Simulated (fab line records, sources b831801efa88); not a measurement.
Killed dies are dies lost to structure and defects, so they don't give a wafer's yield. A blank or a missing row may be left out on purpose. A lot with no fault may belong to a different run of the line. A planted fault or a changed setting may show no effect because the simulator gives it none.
2 desks looking at one fault | flow sky130 | only its own numbers are on each desk; what lay behind them is given at the end

## THE TOOL OWNER'S DESK: pvd sputter-01
At SKY_VIA3_SPUTTER_20 (material TiN, target thk 20 nm, time 80 s) the tool's own readings: per lot run on this tool, the mean of the sampled wafers that have a number. The brackets show how far a lot's mean lies from the usual mean; more than 4 standard deviations puts the lot out of limits, marked OUT.
Columns: A = chamber pressure pa at SKY_VIA3_SPUTTER_20, usual 5.001 Pa; B = throttle valve pct at SKY_VIA3_SPUTTER_20, usual 30.2 %
lot  | first seen here | A     | B
L868 | day 41 10:50    | 5.011 | 31.6
L874 | day 43 01:30    | 5.000 | 29.4
L875 | day 43 13:01    | 4.989 | 30.2
This desk's finding: nothing out of limits on any of the 3 lots.

## FROM THE METROLOGY DESK
Means of the sampled wafers that have a number, per lot and without regard to the tool the lot ran on: this is what the gauges read. The brackets show how far a lot's mean lies from the usual mean; more than 4 standard deviations puts the lot out of limits, marked OUT.
Columns: A = cd nm at SKY_VIA3_CD_MEAS_12, usual 200.7 nm; B = VIA3_OVL at SKY_VIA3_OVL_MEAS_13, usual -8 nm
lot  | first seen here | A     | B
L868 | day 41 09:57    | 200.1 | -3
L874 | day 43 00:37    | 199.2 | -12
L875 | day 43 12:10    | 200.8 | -8
L880 | day 44 23:43    | 200.7 | -2
L881 | day 45 10:52    | 199.8 | -9
L886 | day 46 01:23    | 201.7 | -14
This desk's finding: nothing out of limits on any of the 6 lots.

## PUT TOGETHER
Nothing out of limits was seen by the tool owner's desk.
From the metrology desk's view, nothing was out of limits.

## WHAT WAS PUT IN BY THE SIMULATOR
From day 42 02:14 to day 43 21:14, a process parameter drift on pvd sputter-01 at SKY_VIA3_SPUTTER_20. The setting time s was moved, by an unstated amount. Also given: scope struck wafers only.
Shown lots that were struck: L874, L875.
